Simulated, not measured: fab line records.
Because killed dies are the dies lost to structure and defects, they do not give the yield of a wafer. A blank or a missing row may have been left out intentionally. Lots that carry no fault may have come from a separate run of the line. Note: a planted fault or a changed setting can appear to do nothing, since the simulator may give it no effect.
Which of the tools did it? :: flow gf180mcu :: Sampling: 13 lots, 39 wafers, 6 of 602 route steps

WHAT EACH GAUGE READ, for each wafer
GF_STI_CD_MEAS_12: the cd target is 220 nm.
lot: L642
measured: day 2 01:29
on: cdSem-02
cdNm (nm): 219.7 219.3 217.7

lot: L645
measured: day 2 17:24
on: cdSem-01
cdNm (nm): 219.0 219.3 218.7

lot: L647
measured: day 3 03:06
on: cdSem-01
cdNm (nm): 222.9 221.9 222.4

lot: L648
measured: day 3 08:41
on: cdSem-01
cdNm (nm): 219.5 219.4 219.6

lot: L651
measured: day 3 23:08
on: cdSem-02
cdNm (nm): 219.0 219.9 219.8

lot: L652
measured: day 4 05:45
on: cdSem-01
cdNm (nm): 221.5 222.3 222.3

lot: L653
measured: day 4 10:41
on: cdSem-02
cdNm (nm): 220.3 219.9 220.3

lot: L656
measured: day 5 01:34
on: cdSem-02
cdNm (nm): 220.7 221.9 220.5

lot: L658
measured: day 5 11:27
on: cdSem-01
cdNm (nm): 221.0 219.4 219.6

lot: L659
measured: day 5 16:42
on: cdSem-02
cdNm (nm): 222.0 221.9 220.5

lot: L660
measured: day 5 22:47
on: cdSem-01
cdNm (nm): 218.9 221.8 220.2

lot: L663
measured: day 6 13:57
on: cdSem-01
cdNm (nm): 219.1 219.8 218.6

lot: L664
measured: day 6 18:47
on: cdSem-02
cdNm (nm): 222.2 222.3 222.9

GF_NWELL_TW_MEAS_11.
lot: L642
measured: day 3 07:54
on: filmMetro-02
NWELL_TW: 1564 1567 1555

lot: L645
measured: day 4 00:09
on: filmMetro-02
NWELL_TW: 1552 1550 1549

lot: L647
measured: day 4 10:47
on: filmMetro-02
NWELL_TW: 1557 1564 1559

lot: L648
measured: day 4 18:25
on: filmMetro-04
NWELL_TW: 1569 1574 1570

lot: L651
measured: day 5 08:01
on: filmMetro-04
NWELL_TW: 1740 1734 1730

lot: L652
measured: day 5 16:04
on: filmMetro-02
NWELL_TW: 1728 1719 1732

lot: L653
measured: day 5 20:20
on: filmMetro-04
NWELL_TW: 1727 1737 1740

lot: L656
measured: day 6 12:13
on: filmMetro-01
NWELL_TW: 1551 1547 1549

lot: L658
measured: day 7 00:08
on: filmMetro-04
NWELL_TW: 1584 1581 1586

lot: L659
measured: day 7 05:53
on: filmMetro-01
NWELL_TW: 1564 1567 1556

lot: L660
measured: day 7 11:01
on: filmMetro-02
NWELL_TW: 1558 1566 1562

lot: L663
measured: day 8 03:28
on: filmMetro-02
NWELL_TW: 1568 1573 1567

lot: L664
measured: day 8 09:07
on: filmMetro-02
NWELL_TW: 1568 1563 1572

GF_VT_IMPLANT_RS_MEAS_47: a four-point-probe measurement.
lot: L642
measured: day 7 13:25
on: filmMetro-02
NWELL_RS (ohm/sq): 487.9 487.9 487.1

lot: L645
measured: day 8 10:47
on: filmMetro-02
NWELL_RS (ohm/sq): 488.2 490.0 489.3

lot: L647
measured: day 8 23:41
on: filmMetro-02
NWELL_RS (ohm/sq): 488.1 486.8 488.1

lot: L648
measured: day 9 08:39
on: filmMetro-04
NWELL_RS (ohm/sq): 488.0 485.8 485.5

lot: L651
measured: day 10 01:01
on: filmMetro-01
NWELL_RS (ohm/sq): 636.3 636.2 636.2

lot: L652
measured: day 10 11:12
on: filmMetro-04
NWELL_RS (ohm/sq): 633.9 634.7 635.4

lot: L653
measured: day 10 17:46
on: filmMetro-01
NWELL_RS (ohm/sq): 635.0 635.8 634.9

lot: L656
measured: day 11 12:46
on: filmMetro-02
NWELL_RS (ohm/sq): 488.0 489.4 487.7

lot: L658
measured: day 12 03:06
on: filmMetro-01
NWELL_RS (ohm/sq): 488.9 490.7 488.8

lot: L659
measured: day 12 10:22
on: filmMetro-01
NWELL_RS (ohm/sq): 486.8 488.0 488.3

lot: L660
measured: day 12 16:17
on: filmMetro-01
NWELL_RS (ohm/sq): 489.2 488.4 489.1

lot: L663
measured: day 13 11:50
on: filmMetro-01
NWELL_RS (ohm/sq): 488.9 488.3 487.9

lot: L664
measured: day 13 19:40
on: filmMetro-01
NWELL_RS (ohm/sq): 484.4 486.5 485.5

TOOL THAT RAN EACH LOT (tool first, then ch and the chambers of the sampled wafers, then the start)
lot: L642
GF_NWELL_IMPLANT_08: implanter-02 ch 0, day 3 07:32
GF_MVPSD_STRIP_10: plasmaAsher-04 ch 0,1, day 5 00:16
GF_VT_IMPLANT_STRIP_20: plasmaAsher-02 ch 0,1, day 6 05:51

lot: L645
GF_NWELL_IMPLANT_08: implanter-01 ch 0, day 3 23:46
GF_MVPSD_STRIP_10: plasmaAsher-01 ch 0,1, day 5 18:22
GF_VT_IMPLANT_STRIP_20: plasmaAsher-04 ch 0, day 7 01:14

lot: L647
GF_NWELL_IMPLANT_08: implanter-01 ch 0, day 4 10:23
GF_MVPSD_STRIP_10: plasmaAsher-03 ch 0,1, day 6 06:05
GF_VT_IMPLANT_STRIP_20: plasmaAsher-04 ch 0,1, day 7 13:37

lot: L648
GF_NWELL_IMPLANT_08: implanter-01 ch 0, day 4 18:01
GF_MVPSD_STRIP_10: plasmaAsher-03 ch 0, day 6 15:26
GF_VT_IMPLANT_STRIP_20: plasmaAsher-01 ch 0,1, day 7 23:10

lot: L651
GF_NWELL_IMPLANT_08: implanter-01 ch 0, day 5 07:37
GF_MVPSD_STRIP_10: plasmaAsher-03 ch 0,1, day 7 05:47
GF_VT_IMPLANT_STRIP_20: plasmaAsher-01 ch 1, day 8 13:49

lot: L652
GF_NWELL_IMPLANT_08: implanter-01 ch 0, day 5 15:40
GF_MVPSD_STRIP_10: plasmaAsher-04 ch 0,1, day 7 14:32
GF_VT_IMPLANT_STRIP_20: plasmaAsher-01 ch 0,1, day 8 23:41

lot: L653
GF_NWELL_IMPLANT_08: implanter-01 ch 0, day 5 19:56
GF_MVPSD_STRIP_10: plasmaAsher-04 ch 0, day 7 19:55
GF_VT_IMPLANT_STRIP_20: plasmaAsher-02 ch 0,1, day 9 05:40

lot: L656
GF_NWELL_IMPLANT_08: implanter-04 ch 0, day 6 11:50
GF_MVPSD_STRIP_10: plasmaAsher-04 ch 0, day 8 12:22
GF_VT_IMPLANT_STRIP_20: plasmaAsher-02 ch 0,1, day 9 23:16

lot: L658
GF_NWELL_IMPLANT_08: implanter-02 ch 0, day 6 23:46
GF_MVPSD_STRIP_10: plasmaAsher-01 ch 0,1, day 9 01:41
GF_VT_IMPLANT_STRIP_20: plasmaAsher-01 ch 0,1, day 10 13:34

lot: L659
GF_NWELL_IMPLANT_08: implanter-02 ch 0, day 7 05:29
GF_MVPSD_STRIP_10: plasmaAsher-04 ch 0,1, day 9 07:47
GF_VT_IMPLANT_STRIP_20: plasmaAsher-01 ch 0,1, day 10 19:05

lot: L660
GF_NWELL_IMPLANT_08: implanter-02 ch 0, day 7 10:38
GF_MVPSD_STRIP_10: plasmaAsher-03 ch 0,1, day 9 13:52
GF_VT_IMPLANT_STRIP_20: plasmaAsher-04 ch 0,1, day 11 01:50

lot: L663
GF_NWELL_IMPLANT_08: implanter-01 ch 0, day 8 03:05
GF_MVPSD_STRIP_10: plasmaAsher-01 ch 0,1, day 10 08:02
GF_VT_IMPLANT_STRIP_20: plasmaAsher-01 ch 0,1, day 11 20:46

lot: L664
GF_NWELL_IMPLANT_08: implanter-04 ch 0, day 8 08:43
GF_MVPSD_STRIP_10: plasmaAsher-04 ch 0,1, day 10 14:23
GF_VT_IMPLANT_STRIP_20: plasmaAsher-01 ch 0,1, day 12 03:50
- GF_NWELL_IMPLANT_08
- GF_MVPSD_STRIP_10: strips in O2/N2.
- GF_VT_IMPLANT_STRIP_20: strips in O2/N2.

WHAT THE TOOLS THEMSELVES READ (means of the sampled wafers that have a number; where no wafer has one, the mark that the record gives instead)
GF_NWELL_IMPLANT_08.
lot: L642
tool: implanter-02
tiltDeg (degrees): -0.009

lot: L645
tool: implanter-01
tiltDeg (degrees): -0.007

lot: L647
tool: implanter-01
tiltDeg (degrees): 0.005

lot: L648
tool: implanter-01
tiltDeg (degrees): -0.011

lot: L651
tool: implanter-01
tiltDeg (degrees): 3.492

lot: L652
tool: implanter-01
tiltDeg (degrees): 3.490

lot: L653
tool: implanter-01
tiltDeg (degrees): 3.483

lot: L656
tool: implanter-04
tiltDeg (degrees): 0.019

lot: L658
tool: implanter-02
tiltDeg (degrees): -0.016

lot: L659
tool: implanter-02
tiltDeg (degrees): -0.008

lot: L660
tool: implanter-02
tiltDeg (degrees): 0.026

lot: L663
tool: implanter-01
tiltDeg (degrees): -0.002

lot: L664
tool: implanter-04
tiltDeg (degrees): 0.020

GF_MVPSD_STRIP_10.
lot: L642
tool: plasmaAsher-04
drypumpMotorCurrentA (A): 5.57
heaterPowerW (W): 357
oesProductAu (a.u.): 0.728
stripTimeToEndpointS (s): 36.98

lot: L645
tool: plasmaAsher-01
drypumpMotorCurrentA (A): 5.28
heaterPowerW (W): 325
oesProductAu (a.u.): 0.723
stripTimeToEndpointS (s): 36.99

lot: L647
tool: plasmaAsher-03
drypumpMotorCurrentA (A): 5.45
heaterPowerW (W): 322
oesProductAu (a.u.): 0.725
stripTimeToEndpointS (s): 36.96

lot: L648
tool: plasmaAsher-03
drypumpMotorCurrentA (A): 5.22
heaterPowerW (W): 324
oesProductAu (a.u.): 0.720
stripTimeToEndpointS (s): 37.08

lot: L651
tool: plasmaAsher-03
drypumpMotorCurrentA (A): 5.45
heaterPowerW (W): 320
oesProductAu (a.u.): 0.720
stripTimeToEndpointS (s): 36.82

lot: L652
tool: plasmaAsher-04
drypumpMotorCurrentA (A): 5.47
heaterPowerW (W): 350
oesProductAu (a.u.): 0.721
stripTimeToEndpointS (s): 37.02

lot: L653
tool: plasmaAsher-04
drypumpMotorCurrentA (A): 5.66
heaterPowerW (W): 326
oesProductAu (a.u.): 0.725
stripTimeToEndpointS (s): 36.98

lot: L656
tool: plasmaAsher-04
drypumpMotorCurrentA (A): 5.70
heaterPowerW (W): 327
oesProductAu (a.u.): 0.725
stripTimeToEndpointS (s): 36.89

lot: L658
tool: plasmaAsher-01
drypumpMotorCurrentA (A): 5.47
heaterPowerW (W): 323
oesProductAu (a.u.): 0.720
stripTimeToEndpointS (s): 36.95

lot: L659
tool: plasmaAsher-04
drypumpMotorCurrentA (A): 5.57
heaterPowerW (W): 339
oesProductAu (a.u.): 0.721
stripTimeToEndpointS (s): 37.00

lot: L660
tool: plasmaAsher-03
drypumpMotorCurrentA (A): 5.73
heaterPowerW (W): 313
oesProductAu (a.u.): 0.718
stripTimeToEndpointS (s): 36.99

lot: L663
tool: plasmaAsher-01
drypumpMotorCurrentA (A): 5.29
heaterPowerW (W): 329
oesProductAu (a.u.): 0.722
stripTimeToEndpointS (s): 37.07

lot: L664
tool: plasmaAsher-04
drypumpMotorCurrentA (A): 5.47
heaterPowerW (W): 345
oesProductAu (a.u.): 0.726
stripTimeToEndpointS (s): 37.07

GF_VT_IMPLANT_STRIP_20.
lot: L642
tool: plasmaAsher-02
drypumpMotorCurrentA (A): 6.3
heaterPowerW (W): 352
oesProductAu (a.u.): 0.719
stripTimeToEndpointS (s): 12.62

lot: L645
tool: plasmaAsher-04
drypumpMotorCurrentA (A): 5.7
heaterPowerW (W): 328
oesProductAu (a.u.): 0.710
stripTimeToEndpointS (s): 12.60

lot: L647
tool: plasmaAsher-04
drypumpMotorCurrentA (A): 5.6
heaterPowerW (W): 340
oesProductAu (a.u.): 0.713
stripTimeToEndpointS (s): 12.63

lot: L648
tool: plasmaAsher-01
drypumpMotorCurrentA (A): 5.5
heaterPowerW (W): 320
oesProductAu (a.u.): 0.717
stripTimeToEndpointS (s): 12.64

lot: L651
tool: plasmaAsher-01
drypumpMotorCurrentA (A): 5.1
heaterPowerW (W): 338
oesProductAu (a.u.): 0.717
stripTimeToEndpointS (s): 12.68

lot: L652
tool: plasmaAsher-01
drypumpMotorCurrentA (A): 5.3
heaterPowerW (W): 334
oesProductAu (a.u.): 0.714
stripTimeToEndpointS (s): 12.63

lot: L653
tool: plasmaAsher-02
drypumpMotorCurrentA (A): 5.9
heaterPowerW (W): 368
oesProductAu (a.u.): 0.713
stripTimeToEndpointS (s): 12.66

lot: L656
tool: plasmaAsher-02
drypumpMotorCurrentA (A): 6.3
heaterPowerW (W): 352
oesProductAu (a.u.): 0.715
stripTimeToEndpointS (s): 12.67

lot: L658
tool: plasmaAsher-01
drypumpMotorCurrentA (A): 5.3
heaterPowerW (W): 330
oesProductAu (a.u.): 0.717
stripTimeToEndpointS (s): 12.63

lot: L659
tool: plasmaAsher-01
drypumpMotorCurrentA (A): 5.3
heaterPowerW (W): 328
oesProductAu (a.u.): 0.717
stripTimeToEndpointS (s): 12.65

lot: L660
tool: plasmaAsher-04
drypumpMotorCurrentA (A): 5.5
heaterPowerW (W): 342
oesProductAu (a.u.): 0.718
stripTimeToEndpointS (s): 12.67

lot: L663
tool: plasmaAsher-01
drypumpMotorCurrentA (A): 5.3
heaterPowerW (W): 332
oesProductAu (a.u.): 0.723
stripTimeToEndpointS (s): 12.60

lot: L664
tool: plasmaAsher-01
drypumpMotorCurrentA (A): 5.3
heaterPowerW (W): 330
oesProductAu (a.u.): 0.720
stripTimeToEndpointS (s): 12.67

THE ANSWER, worked out from the rows above alone
Rule: the lots themselves supply what counts as usual. The widest of any qualifying gaps counts: lots, ordered by their means at a reading, are off when they make up no more than a third of the lots, leave a main group of 4 or more, and stand apart from it by 3 or more times the standard deviation of that group's means. The tables above print the reading to a certain number of digits; a main group whose means all agree to those digits is not used. Also off: a lot with no number at a reading for which 4 or more lots have one. The other lots that the step has rows for count as sound. After the gauges, taken in route order, come the tools' own readings; for these a lot's mean is taken, as printed above. The first step at which some lot is off is used, and at that step the reading that is off furthest; a lot without a number counts as furthest.
Off: L651, L652, L653, at GF_NWELL_TW_MEAS_11 (NWELL_TW). Main group: mean 1564, sd 9.6.
If a tool, at a process step before that reading, ran all the lots that are off and no sound lot after the first of them, it fits. Not tried: the gauges at GF_NWELL_TW_MEAS_11; whatever is off there is also off at GF_NWELL_IMPLANT_08, on other tools, and gauge error can't account for it. Not one of the candidates tried fits.

WHAT THE SIMULATOR HAD INSERTED
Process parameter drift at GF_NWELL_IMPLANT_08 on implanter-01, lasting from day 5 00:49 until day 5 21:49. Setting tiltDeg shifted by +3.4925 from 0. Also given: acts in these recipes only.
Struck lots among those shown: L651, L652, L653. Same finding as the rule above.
